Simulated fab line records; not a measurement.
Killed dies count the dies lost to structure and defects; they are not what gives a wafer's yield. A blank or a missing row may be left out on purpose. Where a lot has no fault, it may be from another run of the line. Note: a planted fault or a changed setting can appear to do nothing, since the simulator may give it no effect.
The tool behind it: which one? | flow gf180mcu | Sampling: 7 lots, 21 wafers, 3 of 602 route steps

## WHAT THE GAUGES SHOWED, per wafer
GF_M3_THK_MEAS_06: measures by xrf.
lot  | measured     | on            | M3_ALCU_THK (nm)
L823 | day 21 05:56 | film metro-02 | 455 467 469
L826 | day 22 04:25 | film metro-02 | 444 458 453
L829 | day 23 19:26 | film metro-03 | 458 465 456
L837 | day 26 01:35 | film metro-04 | 449 456 455
L840 | day 27 02:49 | film metro-03 | 448 460 455
L843 | day 27 23:55 | film metro-02 | 450 446 446
L845 | day 28 07:27 | film metro-03 | 457 448 447

## EACH LOT AND THE TOOL THAT RAN IT (in order: tool; ch and the chambers of the sampled wafers; start)
lot  | GF_STI_ETCH_13                    | GF_HV_LDD_DEVELOP_45
L823 | rie diel-01 ch 0,1,3, day 2 07:05 | litho track-01 ch 0, day 13 00:32
L826 | rie diel-04 ch 0,2,3, day 2 21:57 | litho track-03 ch 0, day 13 19:16
L829 | rie diel-04 ch 0,1,2, day 3 15:03 | litho track-03 ch 0, day 15 07:13
L837 | rie diel-03 ch 1,2, day 5 08:57   | litho track-02 ch 0, day 17 16:25
L840 | rie diel-01 ch 0,2, day 6 00:27   | litho track-03 ch 0, day 18 20:43
L843 | rie diel-01 ch 0,3, day 6 13:53   | litho track-03 ch 0, day 19 21:05
L845 | rie diel-04 ch 2,3, day 7 00:42   | litho track-02 ch 0, day 20 06:54
- GF_STI_ETCH_13: etches the open film in CHF3/O2, stops on Si, target depth 282.31 nm, time 112.9 s.
- GF_HV_LDD_DEVELOP_45: develop time 60 s.

## THE ANSWER, worked out from the rows above alone
Rule: the lots themselves supply what counts as usual. The widest of any qualifying gaps counts: lots, ordered by their means at a reading, are off when they make up no more than a third of the lots, leave a main group of 4 or more, and stand apart from it by 3 or more times the standard deviation of that group's means. A main group whose means are all the same, to the digits that the tables above print for the reading, isn't used. A lot without any number at a reading at which 4 lots or more have one is off too. Where the step has rows for the other lots, those lots are counted as sound.
Across all readings shown, no lot is off: no conclusion can be drawn from this.

## WHAT THE SIMULATOR HAD PUT IN
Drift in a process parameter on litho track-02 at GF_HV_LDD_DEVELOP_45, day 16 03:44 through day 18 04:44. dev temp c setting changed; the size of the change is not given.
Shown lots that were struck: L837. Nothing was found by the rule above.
